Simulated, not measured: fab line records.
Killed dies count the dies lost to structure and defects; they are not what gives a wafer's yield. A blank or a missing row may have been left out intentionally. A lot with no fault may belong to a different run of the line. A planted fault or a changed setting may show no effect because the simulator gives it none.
Matching of chambers || flow gf180mcu || 4 sister chambers for GF_STI_ETCH_14 on rie_si-01
The step etches Si in HBr/Cl2/O2, target depth 360 nm, time 102.9 s. 7 wafers are shown with their chamber, then 7 later ones without.

## WAFERS, EACH WITH ITS CHAMBER
{"wafer": "L347.2", "chamber": 3, "drypump_motor_current_A (A)": 5.5, "oes_product_au (a.u.)": 1.021}
{"wafer": "L351.3", "chamber": 2, "drypump_motor_current_A (A)": 5.5, "oes_product_au (a.u.)": 1.009}
{"wafer": "L360.2", "chamber": 0, "drypump_motor_current_A (A)": 5.2, "oes_product_au (a.u.)": 1.006}
{"wafer": "L360.4", "chamber": 1, "drypump_motor_current_A (A)": 6.6, "oes_product_au (a.u.)": 1.004}
{"wafer": "L360.5", "chamber": 0, "drypump_motor_current_A (A)": 5.1, "oes_product_au (a.u.)": 0.999}
{"wafer": "L361.3", "chamber": 2, "drypump_motor_current_A (A)": 5.5, "oes_product_au (a.u.)": 1.010}
{"wafer": "L361.4", "chamber": 1, "drypump_motor_current_A (A)": 6.6, "oes_product_au (a.u.)": 1.013}

## WAFERS WHOSE CHAMBER IS MISSING
{"wafer": "L361.5", "drypump_motor_current_A (A)": 5.5, "oes_product_au (a.u.)": 0.992}
{"wafer": "L362.1", "drypump_motor_current_A (A)": 6.6, "oes_product_au (a.u.)": 0.992}
{"wafer": "L362.2", "drypump_motor_current_A (A)": 5.5, "oes_product_au (a.u.)": 0.996}
{"wafer": "L362.5", "drypump_motor_current_A (A)": 6.6, "oes_product_au (a.u.)": 0.999}
{"wafer": "L367.1", "drypump_motor_current_A (A)": 5.2, "oes_product_au (a.u.)": 0.998}
{"wafer": "L367.3", "drypump_motor_current_A (A)": 5.5, "oes_product_au (a.u.)": 1.000}
{"wafer": "L367.5", "drypump_motor_current_A (A)": 5.5, "oes_product_au (a.u.)": 0.995}

## CHAMBER TAKEN BY EACH
{"wafer": "L361.5", "from the rows above": 2, "in truth": 2}
{"wafer": "L362.1", "from the rows above": 1, "in truth": 1}
{"wafer": "L362.2", "from the rows above": 2, "in truth": 2}
{"wafer": "L362.5", "from the rows above": 1, "in truth": 1}
{"wafer": "L367.1", "from the rows above": 0, "in truth": 0}
{"wafer": "L367.3", "from the rows above": 2, "in truth": 2}
{"wafer": "L367.5", "from the rows above": 2, "in truth": 2}
Correctly placed: 7 of 7. Can't be placed from these rows: 0. Number placed wrongly: 0.
How it was worked out, from the rows above alone: a wafer's distance from a chamber is the root of the sum, over the readings, of the square of ((its reading less the chamber's mean) divided by the reading's scatter). The wafer belongs to the nearest chamber; if the next one is less than 2 further off, it can't be placed. For every chamber, the mean is computed from those of its wafers that are shown. The scatter: the root of (the sum of the squares of (reading less its chamber's mean) over the shown wafers, divided by (wafers less chambers)).
